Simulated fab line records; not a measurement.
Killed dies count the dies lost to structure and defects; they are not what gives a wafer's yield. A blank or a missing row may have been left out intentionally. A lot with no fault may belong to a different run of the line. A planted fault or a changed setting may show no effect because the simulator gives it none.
Struck lot and sound lot, side by side	flow sky130	15 steps out of a route of 708
Sound: these wafers, L872.1, L872.3, L872.6. Wafers L885.1, L885.3, L885.4 were the ones struck. Last of all comes the cause.
Per side, at each step with rows, come the tool, then ch with its chambers, and then its first start. Under that, the readings that differ: sound wafers	struck wafers	difference of the means	sigmas: that difference in standard deviations of wafers without a fault.
alike: words and numbers the same on both sides, and readings whose means are apart by under 2 such deviations; not compared: readings that were withheld, readings missing a value for some wafer, numbers with overlapping values and no deviation given by the record, and bounds like >300 which may hide the same value.
Wherever a step has rows on one side only, a row that says differs or no value, or a row with sigmas, the two part there. When numbers do not overlap yet have no deviation, they are printed without sigmas and do not part them. A reading that every wafer of one side lacks parts them only if that side has two wafers or more.

first, 2 steps without rows for these wafers: SKY_CAP2M_PEB_10; SKY_CAP2M_DEVELOP_11 (develop time 60 s).
SKY_CAP2M_OVL_MEAS_12:
  sound: overlay-02 at day 41 22:21; struck: overlay-02 at day 45 15:41
  alike: CAP2M_OVL
SKY_CAP2M_METAL_ETCH_13: etches TiN in Cl2/BCl3, stops on SiO2, target depth 220 nm, time 62.9 s.
  sound on rie metal-01 ch 0,1, day 41 22:23; struck on rie metal-02 ch 0,1, day 45 15:43
  alike: drypump motor current A, oes product au, throttle valve pct
  not compared: rf hours counter h
SKY_CAP2M_STRIP_14: strips in O2/N2.
  sound on plasma asher-04 ch 0,1, day 41 22:28; struck on plasma asher-04 ch 0,1, day 45 15:47
  alike: drypump motor current A, oes product au, strip time to endpoint s
  not compared: rf hours counter h
then, 7 steps without rows for these wafers: SKY_CAP2M_STRIP_15 (strips in post etch residue remover, time 1200 s); SKY_CAP2M_CLEAN_16 (cleans in IPA, time 180 s); SKY_CAP2M_CLEAN_17 (cleans in O3/DIW); SKY_METAL4_DEHYDRATE_05 (time 60 s); SKY_METAL4_HMDS_06 (prime time 60 s); SKY_METAL4_COAT_07 (resist thk 60 nm); SKY_METAL4_COAT_08 (resist thk 1140 nm).
SKY_METAL4_SOFTBAKE_09: time 90 s.
  sound on litho track-04 ch 0, day 42 10:00; struck on litho track-01 ch 0, day 46 02:00
reading	sound	struck	difference	sigmas
heater power total W (W)	57.15 57.48 57.37	59.59 59.38 59.35	+2.11	+18
plate temp C (C)	99.88 99.86 99.97	102.65 102.60 102.63	+2.72	+23
then, 1 step without rows for these wafers: SKY_METAL4_EXPOSE_10 (exposes mask MM4, target cd 300 nm).
-- the record jumps here: 4 days lie between the struck wafers' starts before and after (it left off in module METAL4 and takes up again in module PAD_OPEN, whose first step shown is number 708 of the route) --
SKY_PAD_OPEN_PROBE_99:
  sound: prober-02 at day 46 20:57; struck: prober-02 at day 49 22:40
  alike: defect limited yield, killed_at_M0_to_M3, killed_at_M4_up, killed at contacts, killed at front end, killed at other, killed dies, killed open, killed short, sort_bin_3_pad_short, sort_bin_5_function, sort_bin_6_memory, sort n pass, sort yield pct

== WHERE THEY PART ==
Only at SKY_METAL4_SOFTBAKE_09, within this record. Later steps at which nothing parts them and some readings are alike: SKY_PAD_OPEN_PROBE_99.

WHY: whatever the simulator had introduced
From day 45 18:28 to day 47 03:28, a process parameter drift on litho track-01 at SKY_METAL4_SOFTBAKE_09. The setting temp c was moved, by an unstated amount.
